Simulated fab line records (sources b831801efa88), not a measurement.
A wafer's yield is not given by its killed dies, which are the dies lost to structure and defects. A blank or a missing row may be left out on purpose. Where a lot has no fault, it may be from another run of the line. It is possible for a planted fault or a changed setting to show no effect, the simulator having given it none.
Which of the tools did it? ; flow sky130 ; 10 lots, 30 wafers sampled, at 6 steps of a route of 708

## WHAT EACH GAUGE READ, for each wafer
SKY_VIA4_OVL_MEAS_11.
lot;measured;on;VIA4_OVL (nm)
L178;day 43 17:38;overlay-02;-0.5 -1.5 -0.3
L179;day 44 20:07;overlay-01;-1.1 -1.1 -1.7
L182;day 44 22:21;overlay-02;2.6 1.2 1.8
L184;day 45 05:40;overlay-02;0.8 1.5 3.0
L190;day 46 14:33;overlay-01;-0.8 -0.9 -1.1
L193;day 47 11:37;overlay-02;1.5 -0.7 0.7
L194;day 47 17:07;overlay-02;0.8 2.5 0.5
L196;day 47 21:30;overlay-02;1.1 -0.3 1.2
L197;day 48 05:38;overlay-02;2.7 0.1 -0.4
L198;day 48 11:10;overlay-02;1.2 1.0 1.9

SKY_METAL5_RS_MEAS_05: the measuring method here is four-point-probe.
lot;measured;on;METAL5_ALCU_RS (ohm/sq)
L178;day 43 19:14;filmMetro-02;0.02723 0.02732 0.02734
L179;day 44 21:42;filmMetro-02;0.02715 0.02722 0.02715
L182;day 44 23:55;filmMetro-03;0.02743 0.02744 0.02728
L184;day 45 07:15;filmMetro-04;0.02665 0.02702 0.02709
L190;day 46 16:11;filmMetro-03;0.02728 0.027 0.02115
L193;day 47 13:14;filmMetro-02;0.02693 0.02717 0.02094
L194;day 47 18:42;filmMetro-03;0.02709 0.02723 0.02708
L196;day 47 23:04;filmMetro-04;0.02711 0.02696 0.02713
L197;day 48 07:14;filmMetro-03;0.02711 0.02689 0.02707
L198;day 48 12:44;filmMetro-03;0.02717 0.02701 0.0274

SKY_METAL5_THK_MEAS_06: measures by xrf.
lot;measured;on;METAL5_ALCU_THK (nm)
L178;day 43 19:20;filmMetro-02;1159 1153 1154
L179;day 44 21:48;filmMetro-02;1151 1148 1154
L182;day 45 00:02;filmMetro-03;1154 1153 1146
L184;day 45 07:21;filmMetro-04;1186 1168 1163
L190;day 46 16:17;filmMetro-03;1166 1169 1504
L193;day 47 13:21;filmMetro-02;1161 1149 1481
L194;day 47 18:48;filmMetro-03;1174 1162 1176
L196;day 47 23:11;filmMetro-04;1158 1165 1157
L197;day 48 07:21;filmMetro-03;1169 1173 1170
L198;day 48 12:51;filmMetro-03;1165 1174 1144

## EACH LOT AND THE TOOL THAT RAN IT (in order: tool; ch and the chambers of the sampled wafers; start)
lot;SKY_VIA4_SPUTTER_17;SKY_METAL5_SPUTTER_01;SKY_METAL5_SPUTTER_02
L178;pvdSputter-04, day 43 18:21;pvdSputter-02, day 43 19:04;pvdSputter-02, day 43 19:05
L179;pvdSputter-03, day 44 20:48;pvdSputter-02, day 44 21:31;pvdSputter-02, day 44 21:32
L182;pvdSputter-01, day 44 23:03;pvdSputter-01, day 44 23:46;pvdSputter-01, day 44 23:47
L184;pvdSputter-01, day 45 06:21;pvdSputter-04, day 45 07:04;pvdSputter-04, day 45 07:05
L190;pvdSputter-04, day 46 15:17;pvdSputter-02, day 46 15:59;pvdSputter-02, day 46 16:01
L193;pvdSputter-04, day 47 12:22;pvdSputter-02, day 47 13:05;pvdSputter-02, day 47 13:07
L194;pvdSputter-03, day 47 17:48;pvdSputter-01, day 47 18:31;pvdSputter-01, day 47 18:32
L196;pvdSputter-01, day 47 22:12;pvdSputter-04, day 47 22:55;pvdSputter-04, day 47 22:56
L197;pvdSputter-03, day 48 06:20;pvdSputter-01, day 48 07:05;pvdSputter-01, day 48 07:07
L198;pvdSputter-01, day 48 11:52;pvdSputter-04, day 48 12:35;pvdSputter-04, day 48 12:37
- SKY_VIA4_SPUTTER_17: material TiN, target thk 20 nm, time 80 s.
- SKY_METAL5_SPUTTER_01: material TiN, target thk 20 nm, time 16.7 s.
- SKY_METAL5_SPUTTER_02: material AlCu, target thk 1150 nm, time 61.2 s.

## AS READ BY THE TOOLS THEMSELVES (means over the sampled wafers that have a number; for cases with no such wafer, the mark the record gives instead)
SKY_VIA4_SPUTTER_17.
lot;tool;throttleValvePct (%)
L178;pvdSputter-04;30.0
L179;pvdSputter-03;30.6
L182;pvdSputter-01;29.7
L184;pvdSputter-01;30.0
L190;pvdSputter-04;30.3
L193;pvdSputter-04;30.0
L194;pvdSputter-03;30.8
L196;pvdSputter-01;30.4
L197;pvdSputter-03;30.6
L198;pvdSputter-01;29.8

SKY_METAL5_SPUTTER_01.
lot;tool;throttleValvePct (%)
L178;pvdSputter-02;30.3
L179;pvdSputter-02;29.6
L182;pvdSputter-01;30.1
L184;pvdSputter-04;29.6
L190;pvdSputter-02;29.5
L193;pvdSputter-02;29.8
L194;pvdSputter-01;29.7
L196;pvdSputter-04;30.0
L197;pvdSputter-01;29.7
L198;pvdSputter-04;29.6

SKY_METAL5_SPUTTER_02.
lot;tool;throttleValvePct (%)
L178;pvdSputter-02;30.5
L179;pvdSputter-02;29.8
L182;pvdSputter-01;30.3
L184;pvdSputter-04;29.7
L190;pvdSputter-02;29.7
L193;pvdSputter-02;29.8
L194;pvdSputter-01;29.7
L196;pvdSputter-04;30.0
L197;pvdSputter-01;29.9
L198;pvdSputter-04;29.6

## THE ANSWER, worked out from the rows above alone
Rule: the usual values come from the lots themselves. Put in order of their means at a reading, lots are off if they are a third of the lots or fewer, leave a main group of 4 or more, and stand apart from it by a gap of 3 or more times the standard deviation of the main group's means; of several such gaps the widest counts. The tables above print the reading to a certain number of digits; a main group whose means all agree to those digits is not used. A lot without any number at a reading at which 4 lots or more have one is off too. Any other lot the step has rows for is counted as sound. Order of review: gauges by route order, followed by the tools' own readings, for which a lot's mean as printed above is used. At the first step where some lot is off, the reading lying furthest off is the one used; lots without a number count as furthest.
Off: at SKY_METAL5_RS_MEAS_05 (METAL5_ALCU_RS), L190, L193. For the main group the mean is 0.0271 ohm/sq and the standard deviation 0.00014.
A tool fits if, at a process step before that reading, it ran every lot that is off, and no sound lot after the first of them. Gauges at SKY_METAL5_RS_MEAS_05: tried the same way as those tools. 2 tools fit, pvdSputter-04 at SKY_VIA4_SPUTTER_17 and pvdSputter-02 at SKY_METAL5_SPUTTER_01 and SKY_METAL5_SPUTTER_02, so this cannot tell which one it is.

## WHAT THE SIMULATOR PUT IN
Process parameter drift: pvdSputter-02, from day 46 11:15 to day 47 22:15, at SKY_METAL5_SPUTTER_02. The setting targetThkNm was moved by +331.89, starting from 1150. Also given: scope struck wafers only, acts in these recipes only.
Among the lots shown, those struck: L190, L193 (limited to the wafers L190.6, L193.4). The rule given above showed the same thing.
